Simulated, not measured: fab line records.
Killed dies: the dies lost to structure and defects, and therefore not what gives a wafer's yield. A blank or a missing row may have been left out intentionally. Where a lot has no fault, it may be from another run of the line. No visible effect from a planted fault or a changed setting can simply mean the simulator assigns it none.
Problem report, 8D (eight disciplines) form, completed by code / flow sky130 / the parts of the form that need people (team, actions taken, sign-off) are left out

## 1. PROBLEM STATEMENT
Wafers with no fault read 0.868 a.u. with a standard deviation of 0.0067, whereas oes-product-au at SKY_METAL4_METAL_ETCH_18 reads a mean of 0.939 a.u. on 1 wafer of 1 lot. That puts it +11 standard deviations away from the usual mean.
The step: etches the open film in Cl2/BCl3, stops on SiO2, target depth 845 nm, time 183.1 s.
Seen first at day 45 21:44 on rie-metal-04, wafer L141.6. At this step, 30 wafers from 10 lots have a number in the record. By rule, "out" or "out of limits" means more than 4 standard deviations away from the usual mean. The rest of the wafers with a number are treated as sound.

## 2. WHAT IT IS, AND WHAT IT ISN'T
question=which readings at this step | is=oes-product-au | is not=chamber-pressure-mTorr, drypump-motor-current-A, throttle-valve-pct
question=which lots | is=L141 | is not=L128, L129, L130, L131, L132, L133, L134, L135, L150
question=which wafers of those lots | is=L141.6 | is not=L141.1, L141.3
question=read on which tools | is=rie-metal-04 | is not=rie-metal-01, rie-metal-02
question=when | is=from day 45 21:44 | is not=up to then (26 sound wafers); but 3 sound wafers of L150 came after

## 3. THE SUSPECTS, EACH WITH WHAT RULES IT OUT
Counting: any tool at a process step up to the reading remains a suspect provided it ran every lot that is out. Sound lots after the first of them don't rule it out here, since some wafers of a struck lot are sound.
- pvd-sputter-03 at SKY_VIA3_SPUTTER_20 (material TiN, target thk 20 nm, time 80 s): kept. It ran the lot that is out, L141 (day 43 23:11); its last sound lot up to then is L135 (day 42 09:30).
- pvd-sputter-04 at SKY_METAL4_SPUTTER_02 (material AlCu, target thk 735 nm, time 39.1 s): kept. It ran the lot that is out, L141 (day 43 23:53); its last sound lot up to then is L135 (day 42 10:13).
- rie-metal-02 at SKY_METAL4_ETCH_16 (etches BARC in N2/H2, stops on SiO2, time 88.2 s, target depth 60 nm): kept. It ran the lot that is out, L141 (day 45 21:37); its last sound lot up to then is L132 (day 43 20:07).
- rie-metal-04 at SKY_METAL4_METAL_ETCH_18 (etches the open film in Cl2/BCl3, stops on SiO2, target depth 845 nm, time 183.1 s): kept. It ran the lot that is out, L141 (day 45 21:44); its last sound lot up to then is L132 (day 43 20:14). On those wafers its own readings are out: oes-product-au.
Left after counting: pvd-sputter-03 at SKY_VIA3_SPUTTER_20, pvd-sputter-04 at SKY_METAL4_SPUTTER_02, rie-metal-02 at SKY_METAL4_ETCH_16, rie-metal-04 at SKY_METAL4_METAL_ETCH_18.

## 4. THE CAUSE (what the simulator had put in)
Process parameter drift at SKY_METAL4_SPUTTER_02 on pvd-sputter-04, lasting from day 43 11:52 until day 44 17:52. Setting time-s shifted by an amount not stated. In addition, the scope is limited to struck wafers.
Counting left 4 suspects, and this tool is among them.

## 5. SEQUENCE OF EFFECTS, ordered by route
Each row: a reading where the mean over the struck wafers with a number is more than 3 standard deviations away from the usual. Readings are gone through only where the record gives a usual standard deviation; hours: the median, over the lots, of the time from a lot's start at the first step in this table giving one to that lot's start at this step; sigmas: the change measured in usual standard deviations.
hours=0; step=SKY_METAL4_METAL_ETCH_18; reading=oes-product-au; usual=0.868 a.u.; on struck wafers=0.939; change=+0.071; sigmas=+11
Its process steps:
- SKY_METAL4_METAL_ETCH_18: etches the open film in Cl2/BCl3, stops on SiO2, target depth 845 nm, time 183.1 s.
Later measuring or inspecting steps at which every struck wafer that the step has a row for has a number for every such reading, and none has moved that far: SKY_VIA4_OVL_MEAS_11.

## 6. WHAT WOULD HAVE CAUGHT IT SOONER
In this record the first reading out of limits was taken at day 45 21:44, 58 hours after the fault began at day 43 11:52.
Of the tool readings at SKY_METAL4_SPUTTER_02 for which the record gives a usual standard deviation, none was out on any struck wafer, so an alarm limit of 4 standard deviations on them would not have fired.
Lots out: 1; all had begun SKY_METAL4_SPUTTER_02 on pvd-sputter-04 by day 45 21:44. Tool hold at that time: it would have spared none of them.
